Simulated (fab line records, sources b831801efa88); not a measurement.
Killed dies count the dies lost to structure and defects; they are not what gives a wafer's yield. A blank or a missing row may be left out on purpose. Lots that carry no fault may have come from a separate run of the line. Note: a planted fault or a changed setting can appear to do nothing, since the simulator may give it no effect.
A single fault, viewed from 2 desks / flow gf180mcu / only its own numbers are on each desk; what lay behind them is given at the end

THE METROLOGY DESK
What the gauges read, lot by lot, whatever tool the lot ran on: means of the sampled wafers that have a number. A lot is out of limits, marked OUT, if its mean lies more than 4 standard deviations from the usual mean; the brackets give that distance.
Columns: A = V3_CVD_02_THK at GF_V3_THK_MEAS_03, usual 851 nm; B = V3_BOW at GF_V3_BOW_MEAS_05, usual 120 um
lot=L825; first seen here=day 21 13:22; A=860; B=118
lot=L829; first seen here=day 23 01:07; A=851; B=121
lot=L830; first seen here=day 23 12:21; A=856; B=117
lot=L832; first seen here=day 24 05:31; A=855; B=118
lot=L836; first seen here=day 25 13:34; A=863; B=117
lot=L837; first seen here=day 25 23:43; A=850; B=117
lot=L838; first seen here=day 26 08:21; A=838; B=119
lot=L844; first seen here=day 28 00:16; A=732 (-9.2) OUT; B=122
lot=L846; first seen here=day 28 13:55; A=723 (-9.8) OUT; B=134
lot=L847; first seen here=day 28 18:10; A=845; B=108
lot=L848; first seen here=day 29 08:33; A=860; B=132
This desk's result: L844, L846 out of limits, first on L844 (V3_CVD_02_THK at GF_V3_THK_MEAS_03), day 28 00:16. L825, L829, L830, L832, L836, L837, L838, L847, L848 stayed within limits.

FOR THE TOOL OWNER'S DESK: pecvd-03
The tool's own readings at GF_V3_CVD_02 (deposits SiO2 from TEOS, target thk 850 nm, time 94.851 s): means of the sampled wafers that have a number, for each lot that ran on this tool. A lot is out of limits, marked OUT, if its mean lies more than 4 standard deviations from the usual mean; the brackets give that distance.
Columns: A = heater power w at GF_V3_CVD_02, usual 644 W; B = run length s at GF_V3_CVD_02, usual 122.9 s; C = susceptor temp C at GF_V3_CVD_02, usual 400.03 C
lot=L825; first seen here=day 21 13:18; A=672; B=122.8; C=399.94
lot=L836; first seen here=day 25 13:29; A=580; B=122.7; C=400.10
lot=L844; first seen here=day 28 00:11; A=647; B=108.9 (-28) OUT; C=-
lot=L846; first seen here=day 28 13:51; A=610; B=108.9 (-28) OUT; C=-
This desk's finding: out of limits on L844, L846; first on L844, day 28 00:11 (run length s at GF_V3_CVD_02). L825, L836 stayed within limits.

BROUGHT TOGETHER
An alarm could have come from the tool owner's desk at day 28 00:11, on L844, L846.
Metrology desk: alarm possible at day 28 00:16 on L844, L846.
All the named lots went through GF_V3_CVD_02 on pecvd-03.

WHAT THE SIMULATOR HAD INSERTED
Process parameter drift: pecvd-03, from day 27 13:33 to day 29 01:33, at GF_V3_CVD_02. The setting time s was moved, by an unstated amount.
Struck lots among those shown: L844, L846.
Fault start to first reading out of limits, in hours, per desk: tool owner, 11; metrology, 11.
